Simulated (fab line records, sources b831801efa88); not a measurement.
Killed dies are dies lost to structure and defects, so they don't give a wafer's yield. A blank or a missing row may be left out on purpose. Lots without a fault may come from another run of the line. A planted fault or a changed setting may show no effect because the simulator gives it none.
fab line records | flow sky130
record lots=7 wafers=21 last_day=51
route steps=708 shown LOCAL_INTERCONNECT@388 PAD_OPEN@708
lots that met no fault: from a run of the same line without faults
start_h: hours from the record's first day to the start of the lot's first wafer shown | wait_h: hours since the lot's step before | " the same as in the row above | L1.1+2: a row that stands for several wafers | - no value, or no start given | * or withheld: withheld | < > ~ a bound
route shown NAME@n: a module of which the file shows steps, and the number in the route of the first | usual: mean/standard deviation of fault-free wafers | same: alike in all rows | chamber/n: place in a boat | sites: the reading at each site | _std_site: their standard deviation | _edge_site: outer sites' mean less inner sites' | radius_mm: how far each site lies from the wafer's centre | mask NAME#n: copy n | behind: the tool/chamber that last shaped the wafer | hold: why the lot was held/for how many hours/how that ended | device: the transistor (n, p or np) that didn't switch | end of line: the same wafers' tests at the end of the route | a step without rows: its recipe alone | killed: dies lost to structure and defects at the first sort, not the wafer's yield | map: a wafer's dies, x killed, . not, _ none there
set.NAME: the setting as run; set.NAME@STEP: as run at that earlier step | model.NAME: the simulator's own value behind a step, which no gauge read
lots at some steps of the route; a table a step, a row a wafer
services: from which hour (start_h, from the record's first day; less than 0 if before it) a tool's chamber was out of use, for how many hours, and why
## steps
# step SKY_LOCAL_INTERCONNECT_RS_MEAS_01
# recipe thk_meas_gauge=four-point-probe reads=TiN_of_LOCAL_INTERCONNECT_SPUTTER_00
# usual LOCAL_INTERCONNECT_TIN_RS=14.10/0.12
# columns lot.wafer tool chamber start_h wait_h LOCAL_INTERCONNECT_TIN_RS[ohm/sq]
L248.1 film_metro-04 - 787.39 0.0 14.12
L248.2 " - " " 14.19
L248.3 " - " " 14.27
L249.1 film_metro-04 - 794.64 0.0 14.09
L249.2 " - " " 14.10
L249.4 " - " " 14.13
L250.1 film_metro-03 - 804.67 0.0 14.11
L250.4 " - " " 14.07
L250.6 " - " " 14.21
L253.4 film_metro-01 - 823.86 0.1 14.09
L253.5 " - " " 14.17
L253.6 " - " " 14.09
L254.2 film_metro-01 - 826.82 0.1 14.00
L254.3 " - " " 14.13
L254.4 " - " " 14.22
L256.1 film_metro-01 - 845.12 0.0 14.01
L256.4 " - " " 13.92
L256.5 " - " " 13.93
L260.2 film_metro-04 - 872.72 0.1 14.14
L260.4 " - " " 14.16
L260.6 " - " " 14.17
# step SKY_LOCAL_INTERCONNECT_THK_MEAS_02
# recipe thk_meas_gauge=xrf reads=TiN_of_LOCAL_INTERCONNECT_SPUTTER_00
# usual LOCAL_INTERCONNECT_TIN_THK=101.4/0.93
# columns lot.wafer tool chamber start_h wait_h LOCAL_INTERCONNECT_TIN_THK[nm]
L248.1 film_metro-04 - 787.51 0.1 101.1
L248.2 " - " " 101.2
L248.3 " - " " 100.1
L249.1 film_metro-04 - 794.76 0.1 100.6
L249.2 " - " " 100.6
L249.4 " - " " 100.6
L250.1 film_metro-03 - 804.79 0.1 101.4
L250.4 " - " " 101.1
L250.6 " - " " 100.1
L253.4 film_metro-01 - 823.95 0.1 101.3
L253.5 " - " " 100.6
L253.6 " - " " 101.6
L254.2 film_metro-01 - 826.93 0.1 101.7
L254.3 " - " " 101.1
L254.4 " - " " 100.4
L256.1 film_metro-01 - 845.24 0.1 102.4
L256.4 " - " " 103.0
L256.5 " - " " 103.2
L260.2 film_metro-04 - 872.83 0.1 100.2
L260.4 " - " " 100.5
L260.6 " - " " 100.1
# step SKY_LOCAL_INTERCONNECT_DEHYDRATE_03
# recipe temp_c=200 time_s=60
# step SKY_LOCAL_INTERCONNECT_HMDS_04
# recipe prime_time_s=60 prime_temp_c=120
# step SKY_LOCAL_INTERCONNECT_COAT_05
# recipe resist=BARC temp_c=withheld time_s=withheld spin_rpm=3000 resist_thk_nm=60
# step SKY_LOCAL_INTERCONNECT_COAT_06
# recipe resist=KrF-thick spin_rpm=3000 resist_thk_nm=450
# step SKY_LOCAL_INTERCONNECT_SOFTBAKE_07
# recipe temp_c=100 time_s=90 resist=KrF-thick
# step SKY_LOCAL_INTERCONNECT_EXPOSE_08
# recipe mask_id=LI1M na=0.8 source_shape=annular sigma_inner=0.55 sigma_outer=0.85 target_cd_nm=170 dose_mj=28
# step SKY_LOCAL_INTERCONNECT_PEB_09
# recipe peb_temp_c=withheld peb_time_s=withheld resist=KrF-thick
# step SKY_LOCAL_INTERCONNECT_DEVELOP_10
# recipe develop_time_s=60 resist=KrF-thick dev_temp_c=21
# step SKY_LOCAL_INTERCONNECT_CD_MEAS_11
# recipe target_cd_nm=170
# usual cd_nm=169.5/1.6
# columns lot.wafer tool chamber start_h wait_h cd_nm
L248.1 cd_sem-01 - 813.36 - 172.3
L248.2 " - " " 172.7
L248.3 " - " " 171.9
L249.1 cd_sem-01 - 821.26 - 170.2
L249.2 " - " " 170.5
L249.4 " - " " 171.9
L250.1 cd_sem-01 - 831.69 - 168.6
L250.4 " - " " 168.4
L250.6 " - " " 168.1
L253.4 cd_sem-02 - 850.07 - 166.3
L253.5 " - " " 166.3
L253.6 " - " " 166.9
L254.2 cd_sem-01 - 853.53 - 171.5
L254.3 " - " " 171.2
L254.4 " - " " 171.7
L256.1 cd_sem-02 - 872.26 - 171.0
L256.4 " - " " 169.3
L256.5 " - " " 170.4
L260.2 cd_sem-01 - 898.83 - 169.8
L260.4 " - " " 170.8
L260.6 " - " " 169.8
# step SKY_LOCAL_INTERCONNECT_OVL_MEAS_12
# usual LOCAL_INTERCONNECT_OVL=2/6.6
# columns lot.wafer tool chamber start_h wait_h LOCAL_INTERCONNECT_OVL[nm]
L248.1 overlay-01 - 813.48 0.1 12
L248.2 " - " " 0
L248.3 " - " " 6
L249.1 overlay-01 - 821.38 0.1 3
L249.2 " - " " -6
L249.4 " - " " -2
L250.1 overlay-02 - 831.81 0.1 -4
L250.4 " - " " 6
L250.6 " - " " 12
L253.4 overlay-02 - 850.15 0.1 -11
L253.5 " - " " -2
L253.6 " - " " -6
L254.2 overlay-01 - 853.63 0.1 3
L254.3 " - " " 12
L254.4 " - " " 4
L256.1 overlay-02 - 872.38 0.1 12
L256.4 " - " " 3
L256.5 " - " " 10
L260.2 overlay-02 - 898.93 0.1 -4
L260.4 " - " " -12
L260.6 " - " " 2
# step SKY_LOCAL_INTERCONNECT_ETCH_13
# recipe chemistry=N2/H2 target=BARC ion_energy_ev=200 bias_w=100 pressure_mtorr=30 n2_flow_sccm=100 h2_flow_sccm=200 icp_w=500 stop_on=SiO2 time_s=45.9 target_depth_a=600
# usual drypump_motor_current_A=5.86/0.17 n2_flow_sccm=100.00/0.27 oes_product_au=0.856/0.0046 throttle_valve_pct=13.225/0.0097
# columns lot.wafer tool chamber start_h wait_h drypump_motor_current_A n2_flow_sccm oes_product_au rf_hours_counter_h throttle_valve_pct model.KrF-thick_of_LOCAL_INTERCONNECT_COAT_06.thk_nm model.etch.depth_nm model.LOCAL_INTERCONNECT.cd_nm
L248.1 rie_metal-02 0 813.51 0.0 5.90 100.22 0.861 2 13.240 393.3 60.05 171.5
L248.2 " 1 " " 6.03 99.98 0.860 10 13.246 393.3 60.39 172.3
L248.3 " 1 " " 6.03 100.12 0.852 - 13.233 394.3 60 171.7
L249.1 rie_metal-04 1 821.42 0.0 5.59 100.01 0.858 17 13.223 392.4 60.18 170.4
L249.2 " 0 " " 5.73 99.91 0.850 5 13.227 391.2 60.1 170.3
L249.4 " 0 " " 5.74 99.78 0.853 - 13.220 393.4 60.08 172.3
L250.1 rie_metal-02 0 831.85 0.0 5.92 99.99 0.855 3 13.217 391.9 59.93 168.9
L250.4 " 1 " " 6.05 100.45 0.857 - 13.225 393.8 59.98 168.3
L250.6 " 0 " " 5.92 100.19 0.859 - 13.241 393.7 59.86 168.4
L253.4 rie_metal-04 1 850.23 0.1 5.60 99.51 0.771 - 13.203 407.5 48.65 169.8
L253.5 " 1 " " 5.59 99.83 0.845 - 13.228 390.4 60.17 165.8
L253.6 " 1 " " 5.58 99.79 0.765 - 13.208 408.2 48.51 171
L254.2 rie_metal-04 0 853.68 0.0 5.75 100.31 0.851 - 13.225 393.5 60.06 171.8
L254.3 " 0 " " 5.76 100.23 0.856 - 13.209 391.3 60.03 171.2
L254.4 " 0 " " 5.76 99.73 0.768 - 13.213 407.4 49.09 175.2
L256.1 rie_metal-04 0 872.42 0.0 5.77 100.22 0.774 7 13.220 407.1 48.84 174.1
L256.4 " 0 " " 5.76 99.93 0.761 - 13.216 407.2 48.67 173.3
L256.5 " 0 " " 5.78 100.10 0.857 - 13.214 391.9 59.95 170.7
L260.2 rie_metal-02 0 898.96 0.0 5.88 99.54 0.858 5 13.218 391 60 169
L260.4 " 1 " " 6.12 100.38 0.859 - 13.221 392 60.04 170.9
L260.6 " 0 " " 5.94 99.74 0.851 - 13.216 391.9 59.91 169.2
# step SKY_LOCAL_INTERCONNECT_METAL_ETCH_14
# recipe target_depth_nm=110 stop_on=PSG chemistry=Cl2/BCl3 target=TiN resist_sidewall_deg=88 pressure_mtorr=10 icp_w=900 bias_w=48.5 Cl2_flow_sccm=60 bcl3_flow_sccm=30 time_s=31.4
# usual drypump_motor_current_A=5.85/0.17 oes_product_au=0.943/0.0064 throttle_valve_pct=21.900/0.0092
# columns lot.wafer tool chamber start_h wait_h drypump_motor_current_A oes_product_au rf_hours_counter_h throttle_valve_pct model.KrF-thick_of_LOCAL_INTERCONNECT_COAT_06.thk_nm model.LOCAL_INTERCONNECT.cd_nm
L248.1 rie_metal-02 0 813.57 0.0 5.89 0.941 2 21.894 349.5 171.6
L248.2 " 1 " " 6.10 0.941 10 21.905 349 172.6
L248.3 " 1 " " 6.10 0.941 - 21.900 350.1 171.5
L249.1 rie_metal-04 1 821.48 0.0 5.56 0.943 17 21.905 348.7 170.8
L249.2 " 0 " " 5.76 0.943 5 21.903 347.8 170.1
L249.4 " 0 " " 5.75 0.939 - 21.917 350.1 172.3
L250.1 rie_metal-02 0 831.91 0.0 5.88 0.940 3 21.896 348.1 169.2
L250.4 " 1 " " 6.05 0.952 - 21.897 349.7 168.5
L250.6 " 0 " " 5.89 0.937 - 21.926 349.4 168.6
L253.4 rie_metal-04 1 850.34 0.1 5.57 0.431 - 22.232 363.8 170
L253.5 " 1 " " 5.59 0.935 - 21.906 346.2 165.6
L253.6 " 1 " " 5.57 0.424 - 22.237 364.5 170.5
L254.2 rie_metal-04 0 853.81 0.1 5.71 0.943 - 21.902 349.8 171.3
L254.3 " 0 " " 5.72 0.949 - 21.902 347.4 170.6
L254.4 " 0 " " 5.72 0.457 - 22.191 363.5 174.5
L256.1 rie_metal-04 0 872.54 0.1 5.74 0.454 7 22.217 362.5 174
L256.4 " 0 " " 5.76 0.434 - 22.226 362.7 173.1
L256.5 " 0 " " 5.74 0.955 - 21.884 347.5 170.9
L260.2 rie_metal-02 0 899.03 0.0 5.86 0.948 5 21.897 347.4 169.1
L260.4 " 1 " " 6.08 0.936 - 21.911 348.2 170.7
L260.6 " 0 " " 5.87 0.932 - 21.894 347.8 169.5
# step SKY_LOCAL_INTERCONNECT_STRIP_15
# recipe chemistry=O2/N2 power_w=1400 pressure_mtorr=1500 platen_temp_c=withheld o2_flow_sccm=3000 n2_flow_sccm=300 overash_fraction=0.5
# usual drypump_motor_current_A=5.8/0.4 n2_flow_sccm=299.8/0.77 oes_product_au=0.427/0.0044 strip_time_to_endpoint_s=4.719/0.017
# columns lot.wafer tool chamber start_h wait_h drypump_motor_current_A n2_flow_sccm oes_product_au rf_hours_counter_h strip_time_to_endpoint_s
L248.1 plasma_asher-02 1 813.63 0.0 6.1 299.8 0.428 70 4.715
L248.2 " 0 " " 5.9 299.3 0.421 70 4.747
L248.3 " 0 " " 6.0 299.7 0.420 - 4.755
L249.1 plasma_asher-04 1 821.53 0.0 6.1 301.2 0.423 90 4.710
L249.2 " 0 " " 5.2 299.7 0.428 90 4.728
L249.4 " 0 " " 5.2 299.8 0.423 - 4.742
L250.1 plasma_asher-01 1 831.96 0.0 5.1 300.2 0.431 9 4.735
L250.4 " 0 " " 6.0 300.3 0.430 - 4.712
L250.6 " 1 " " 5.1 299.7 0.425 - 4.723
L253.4 plasma_asher-01 1 850.43 0.1 5.1 298.9 0.431 - 4.872
L253.5 " 0 " " 6.0 298.6 0.429 - 4.691
L253.6 " 1 " " 5.2 298.9 0.438 - 4.893
L254.2 plasma_asher-02 0 853.89 0.1 5.9 300.0 0.422 74 4.734
L254.3 " 0 " " 5.9 299.3 0.422 - 4.692
L254.4 " 1 " " 6.1 301.1 0.431 - 4.873
L256.1 plasma_asher-04 0 872.65 0.1 5.3 300.4 0.431 96 4.866
L256.4 " 0 " " 5.3 300.2 0.436 - 4.856
L256.5 " 0 " " 5.3 299.8 0.429 - 4.713
L260.2 plasma_asher-02 0 899.08 0.0 6.0 299.0 0.416 78 4.711
L260.4 " 0 " " 6.0 299.0 0.428 - 4.725
L260.6 " 1 " " 6.1 299.3 0.430 - 4.716
# step SKY_LOCAL_INTERCONNECT_STRIP_16
# recipe chemistry=post_etch_residue_remover time_s=1200 temp_c=72.5
# step SKY_PAD_OPEN_PROBE_99
# usual killed_at_M0_to_M3=43/6.9 killed_at_M4_up=3.2/1.6 killed_at_contacts=25/5.1 killed_at_front_end=16/4.5 killed_at_other=0.3/0.68 killed_dies=87/8.9 killed_on_rim=16/3.6 killed_open=48/6.9 killed_short=39/6.3
# same gross_dies=492 killed_at_back_side=0
# columns lot.wafer tool chamber start_h wait_h killed_at_M0_to_M3 killed_at_M4_up killed_at_contacts killed_at_front_end killed_at_other killed_dies killed_on_rim killed_open killed_short
L249.2 prober-02 - 1170.54 0.1 48 4 16 14 1 83 14 43 39
L253.4 prober-02 - 1190.93 0.2 41 2 410 16 0 469 91 55 33
L253.6 prober-02 - 1191.03 0.2 48 4 417 12 0 481 93 43 46
L254.4 prober-01 - 1191.04 0.2 53 4 369 17 0 443 88 51 45
L256.1 prober-02 - 1204.88 0.1 55 5 383 9 0 452 93 51 34
L256.4 prober-02 - 1205.03 0.2 52 1 386 11 0 450 95 46 41
# killed by level:class
L249.2 VIA1:geometric_particle:open=12 METAL1:geometric_particle:short=9 CONTACT:geometric_particle:open=8 METAL2:geometric_particle:short=8 FIELD_ISO:geometric_particle:open=5 POLY_GATE:geometric_particle:open=5 VIA3:geometric_particle:short=5 CONTACT:geometric_particle:short=3
L253.4 LOCAL_INTERCONNECT:area_etch=381 CONTACT:geometric_particle:open=12 LI_CONTACT:geometric_particle:open=10 VIA3:geometric_particle:open=9 VIA1:geometric_particle:open=7 VIA2:geometric_particle:open=7 FIELD_ISO:geometric_particle:short=6 FIELD_ISO:geometric_particle:open=5
L253.6 LOCAL_INTERCONNECT:area_etch=392 VIA2:geometric_particle:open=7 LI_CONTACT:geometric_particle:open=7 VIA3:geometric_particle:open=7 VIA1:geometric_particle:short=6 VIA1:geometric_particle:open=6 CONTACT:geometric_particle:short=5 LOCAL_INTERCONNECT:geometric_particle:short=5
L254.4 LOCAL_INTERCONNECT:area_etch=347 VIA3:geometric_particle:open=11 VIA1:geometric_particle:open=8 METAL2:geometric_particle:short=7 POLY_GATE:geometric_particle:short=6 CONTACT:geometric_particle:short=6 LI_CONTACT:geometric_particle:open=6 VIA1:geometric_particle:short=6
L256.1 LOCAL_INTERCONNECT:area_etch=367 VIA2:geometric_particle:open=15 CONTACT:geometric_particle:open=10 METAL1:geometric_particle:short=8 VIA1:geometric_particle:short=8 VIA1:geometric_particle:open=8 METAL4:geometric_particle:short=5 POLY_GATE:geometric_particle:open=4
L256.4 LOCAL_INTERCONNECT:area_etch=363 VIA2:geometric_particle:open=9 VIA1:geometric_particle:open=9 CONTACT:geometric_particle:open=8 LI_CONTACT:geometric_particle:open=7 VIA2:geometric_particle:short=7 VIA1:geometric_particle:short=6 VIA3:geometric_particle:open=6
# map L253.6 (x killed, . not)
__________xxxxxxxxxx_________
________xxxxxxxxxxxxx._______
______xxxxxxxxxxxxxxxxx._____
_____xxxxxxxxxxxxxxxxxx.x____
____xxxxxxxxxxxxx.xxxx.xxx___
___xxxxxxxxxxxxxxxxxxxxxxxx__
__xxxxxxxxxxxxxxxxxxxxxxxxxx_
_xxxxxxxxxxxxxxxxxxxxxxxxxxxx
_xxxxxxxxxxxxxxxxxx.xxxxxxxxx
_xxx.xxxx.xxxxxxxxxxxxxxxxxxx
_xxxxxx.xxxxxxxxxxxxxxxxxxxxx
_xxxxxxx.xxxxxxxxxxxxxxxxxxxx
_xxxxxxxxxxxxxxxxxxxxxxxxxxxx
_xxxxxxxxxxxxxxxxxxxxxxxxxxxx
_xxxxxx.xxxxxxxxxxxxxxxxxxxxx
__xxxxxxxxxxxxxxxxxxxxxxxxxx_
___xxxxxxxxxxxxxxxxxxxxxxxx__
____xxxxxxxxxxxxxxxxxxxxxx___
_____xxxxxxxxxxxxxxxxxxxx____
______xxxxxxxxxxxxxxxxxx_____
________xxxxxxxxxxxxxx_______
__________xxxxxxxxxx_________
# map L254.4 (x killed, . not)
__________xxxxxxxxxx_________
________xxxxxxxxxxxxxx_______
______xxxx.xxxxxx.xxxxxx_____
_____xxx.xxxxxxx.xxxxxxxx____
____xxxxx.x.xxxx..xxxxxxxx___
___x..x.xx.xxxx.xxxxxxxxxxx__
__x...xxxxxxxxx.xxx.xxxxxxxx_
_.x..x..xxxxxxxxxxx.xxxxxxxxx
_....x.xxxxxxx...xxxxxxxxxxxx
_.xxxxxxxxxxxxxxx.xxxxxxxxxxx
_.xx.xx.xxxxxxxxxxxxxx.xxxxxx
_..xx.xxxxxxxxxxxxxx.xxxxxxxx
_.xxxxxxxxxxxxxxxxxxxxxxxxxxx
_xx..xxxxxxxxxxxxxxxxxxxxxxxx
_xxxxxxxxxxxxxxxxxxxxxxxxxxxx
__xxxxxxxxxxxxxxxxxxxxxxxxxx_
___xxxxxxxxxxxx.xxxxxxxxxxx__
____xxxxxxxxxxxxxxxxxxxxxx___
_____xxxxxxxxxxxxxxxxxxxx____
______xxxx.xxxx.xxxxxxxx_____
________xxxxxxxx.xxxxx_______
__________xxxxxxxxxx_________
## services
# columns tool chamber start_h hours kind
rie_metal-04 0 830.66 21.1 repair
plasma_asher-02 - 837.47 0.3 repair
rie_metal-04 1 851.80 - clean
rie_metal-04 1 851.80 25.8 scheduled_down
rie_metal-04 1 851.80 25.8 vent_cycle
plasma_asher-02 - 862.05 0.6 repair
plasma_asher-02 - 867.50 2.8 pm
plasma_asher-01 - 881.08 1.8 repair
## key
first_sign step=SKY_LOCAL_INTERCONNECT_ETCH_13 reading=oes_product_au direction=down sigmas=19 usual=0.856 struck=0.768
effect step=SKY_LOCAL_INTERCONNECT_METAL_ETCH_14 reading=oes_product_au direction=down sigmas=78 usual=0.943 struck=0.440
effect step=SKY_LOCAL_INTERCONNECT_STRIP_15 reading=strip_time_to_endpoint_s direction=up sigmas=9.1 usual=* struck=*
effect step=SKY_PAD_OPEN_PROBE_99 reading=killed_at_contacts direction=up sigmas=73 usual=25 struck=393
model_effect step=SKY_LOCAL_INTERCONNECT_ETCH_13 value=KrF-thick_of_LOCAL_INTERCONNECT_COAT_06.thk_nm without=390.9 struck=407.5
model_effect step=SKY_LOCAL_INTERCONNECT_METAL_ETCH_14 value=KrF-thick_of_LOCAL_INTERCONNECT_COAT_06.thk_nm without=346.8 struck=363.4
more_kills_born_at SKY_LOCAL_INTERCONNECT_ETCH_13@rie_metal-04=1850
met_at SKY_LOCAL_INTERCONNECT_ETCH_13
struck_wafers L253.4,L253.6,L254.4,L256.1,L256.4
later_rows_left_out L253.4,L253.6,L254.4,L256.1,L256.4
tester_left_out L253,L254,L256
onset_between 821.42 850.23
fault kind=process_parameter_drift tool=rie_metal-04 chamber=- onset_h=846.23 steps=SKY_LOCAL_INTERCONNECT_ETCH_13 channel=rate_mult offset=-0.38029 shape=step end_h=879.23 scope=struck_wafers_only
# tester_left_out: of these lots the tester's yield and bins aren't shown, on N5 and GAA mostly nor the transistor test; their killed dies are dies lost to structure and defects alone, not to doping, threshold or leakage, so they don't give the yield
# later_rows_left_out: the simulator's readings of these wafers behind a module that went badly wrong aren't trusted and aren't shown, but for the sort
